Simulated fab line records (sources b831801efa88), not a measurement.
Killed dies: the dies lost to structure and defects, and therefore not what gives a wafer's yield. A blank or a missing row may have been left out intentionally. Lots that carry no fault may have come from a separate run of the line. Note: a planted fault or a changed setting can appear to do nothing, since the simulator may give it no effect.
Matching of chambers	flow sky130	3 sister chambers for SKY_PASSIVATION_CVD_00 on pecvd-02
The step deposits SiO2, target thk 90 nm. 6 wafers are shown with their chamber, then 12 later ones without.

== WAFERS WITH THEIR CHAMBER ==
wafer	chamber	heater power w (W)
L084.6	1	759
L088.3	2	699
L088.5	0	742
L091.1	1	658
L091.3	2	622
L091.6	0	722

== WAFERS WITH NO CHAMBER GIVEN ==
wafer	heater power w (W)
L090.1	675
L090.3	687
L090.6	698
L094.2	691
L094.5	622
L094.6	584
L095.2	740
L095.4	716
L095.5	726
L097.1	711
L097.3	737
L097.5	681

== CHAMBER TAKEN BY EACH ==
wafer	from the rows above	in truth
L090.1	can't be placed: 2 or 1 or 0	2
L090.3	can't be placed: 1 or 2 or 0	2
L090.6	can't be placed: 1 or 0 or 2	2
L094.2	can't be placed: 1 or 2 or 0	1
L094.5	can't be placed: 2 or 1 or 0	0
L094.6	can't be placed: 2 or 1 or 0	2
L095.2	can't be placed: 0 or 1 or 2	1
L095.4	can't be placed: 1 or 0 or 2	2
L095.5	can't be placed: 0 or 1 or 2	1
L097.1	can't be placed: 1 or 0 or 2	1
L097.3	can't be placed: 0 or 1 or 2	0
L097.5	can't be placed: 2 or 1 or 0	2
Correctly placed: 0 of 12. These rows do not allow placing 12 (true chamber among the candidates in 12). Number placed wrongly: 0.
How it was worked out, from the rows above alone: a wafer's distance from a chamber is the root of the sum, over the readings, of the square of ((its reading less the chamber's mean) divided by the reading's scatter). The wafer belongs to the nearest chamber; if the next one is less than 2 further off, it can't be placed. The mean given for a chamber averages the wafers shown for that chamber. The scatter: take each reading less its chamber's mean, square it, sum over the shown wafers, divide by the number of wafers less the number of chambers, and take the root.
